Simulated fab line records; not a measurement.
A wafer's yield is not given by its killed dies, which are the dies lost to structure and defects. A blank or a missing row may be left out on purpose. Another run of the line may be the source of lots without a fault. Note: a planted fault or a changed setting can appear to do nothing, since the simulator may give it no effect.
Which of the tools did it? :: flow gf180mcu :: 7 lots with 21 wafers sampled at 2 steps, on a route of 602 steps

## WHAT THE GAUGES READ, wafer by wafer
GF_VT_IMPLANT_RS_MEAS_49: measurement is done with a four-point probe.
lot: L987
measured: day 7 22:46
on: film_metro-01
MVPSD_RS (ohm/sq): 1166.2 1163.5 1167.8

lot: L989
measured: day 8 10:22
on: film_metro-04
MVPSD_RS (ohm/sq): 1173.4 1175.2 1173.0

lot: L991
measured: day 9 01:12
on: film_metro-04
MVPSD_RS (ohm/sq): 1179.1 1176.2 1178.9

lot: L100
measured: day 11 12:06
on: film_metro-02
MVPSD_RS (ohm/sq): 1172.0 1167.4 1174.9

lot: L104
measured: day 12 21:57
on: film_metro-01
MVPSD_RS (ohm/sq): 1171.2 1169.1 1172.5

lot: L107
measured: day 13 10:46
on: film_metro-02
MVPSD_RS (ohm/sq): 1170.1 1168.5 1168.0

lot: L109
measured: day 14 01:44
on: film_metro-01
MVPSD_RS (ohm/sq): 1169.3 1171.9 1172.9

## WHAT TOOL EACH LOT RAN ON (gives the tool, then ch and the chambers of the sampled wafers, and finally the start)
lot: L987
GF_MVPSD_IMPLANT_08: implanter-04 ch 0, day 5 07:26

lot: L989
GF_MVPSD_IMPLANT_08: implanter-02 ch 0, day 5 18:59

lot: L991
GF_MVPSD_IMPLANT_08: implanter-02 ch 0, day 6 07:16

lot: L100
GF_MVPSD_IMPLANT_08: implanter-03 ch 0, day 8 12:17

lot: L104
GF_MVPSD_IMPLANT_08: implanter-03 ch 0, day 9 17:39

lot: L107
GF_MVPSD_IMPLANT_08: implanter-03 ch 0, day 10 06:23

lot: L109
GF_MVPSD_IMPLANT_08: implanter-03 ch 0, day 10 18:52
- GF_MVPSD_IMPLANT_08

## THE ANSWER, worked out from the rows above alone
Rule: the lots themselves supply what counts as usual. The widest of any qualifying gaps counts: lots, ordered by their means at a reading, are off when they make up no more than a third of the lots, leave a main group of 4 or more, and stand apart from it by 3 or more times the standard deviation of that group's means. If all means in a main group match to the digits the tables above print for the reading, that group is not used. A lot without any number at a reading at which 4 lots or more have one is off too. Any other lot the step has rows for is counted as sound.
None of the lots is off at any reading shown; this tells nothing.

## WHAT THE SIMULATOR PUT IN
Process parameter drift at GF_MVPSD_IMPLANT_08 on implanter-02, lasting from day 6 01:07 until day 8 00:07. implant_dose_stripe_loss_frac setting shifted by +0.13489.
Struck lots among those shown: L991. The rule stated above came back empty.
